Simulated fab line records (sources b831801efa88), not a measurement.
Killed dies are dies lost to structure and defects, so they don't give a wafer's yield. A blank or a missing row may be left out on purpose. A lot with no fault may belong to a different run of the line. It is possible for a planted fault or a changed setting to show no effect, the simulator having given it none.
Chamber matching / flow sky130 / 4 sister chambers for SKY_CONTACT_CMP_04 on cmp-01
The step polishes SiO2. 4 wafers are shown with their chamber, then 7 later ones without.

== WAFERS, EACH WITH ITS CHAMBER ==
wafer=L660.2; chamber=2; motor current A (A)=9.0
wafer=L660.4; chamber=3; motor current A (A)=12.3
wafer=L662.3; chamber=0; motor current A (A)=12.7
wafer=L662.4; chamber=1; motor current A (A)=13.0

== WAFERS WITH NO CHAMBER GIVEN ==
wafer=L662.5; motor current A (A)=13.1
wafer=L664.3; motor current A (A)=8.8
wafer=L664.5; motor current A (A)=12.2
wafer=L664.6; motor current A (A)=8.4
wafer=L665.3; motor current A (A)=12.1
wafer=L665.4; motor current A (A)=13.1
wafer=L665.6; motor current A (A)=13.1

== EACH ONE'S CHAMBER ==
wafer=L662.5; from the rows above=can't be placed: 1 or 0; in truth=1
wafer=L664.3; from the rows above=2; in truth=2
wafer=L664.5; from the rows above=can't be placed: 3 or 0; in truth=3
wafer=L664.6; from the rows above=2; in truth=2
wafer=L665.3; from the rows above=can't be placed: 3 or 0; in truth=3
wafer=L665.4; from the rows above=can't be placed: 1 or 0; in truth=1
wafer=L665.6; from the rows above=can't be placed: 1 or 0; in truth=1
Correctly placed: 2 of 7. Not placeable from these rows: 5 (in 5, the candidates include the true chamber). 0 placed wrongly.
How it was worked out, from the rows above alone: a wafer's distance from a chamber is the root of the sum, over the readings, of the square of ((its reading less the chamber's mean) divided by the reading's scatter). If the next closest chamber is less than 2 further off than the closest, the wafer can't be placed; otherwise it belongs to the closest. For every chamber, the mean is computed from those of its wafers that are shown. The scatter: with one shown wafer a chamber, the root of the mean of the squares of how far each hidden wafer lies from its nearest shown one.
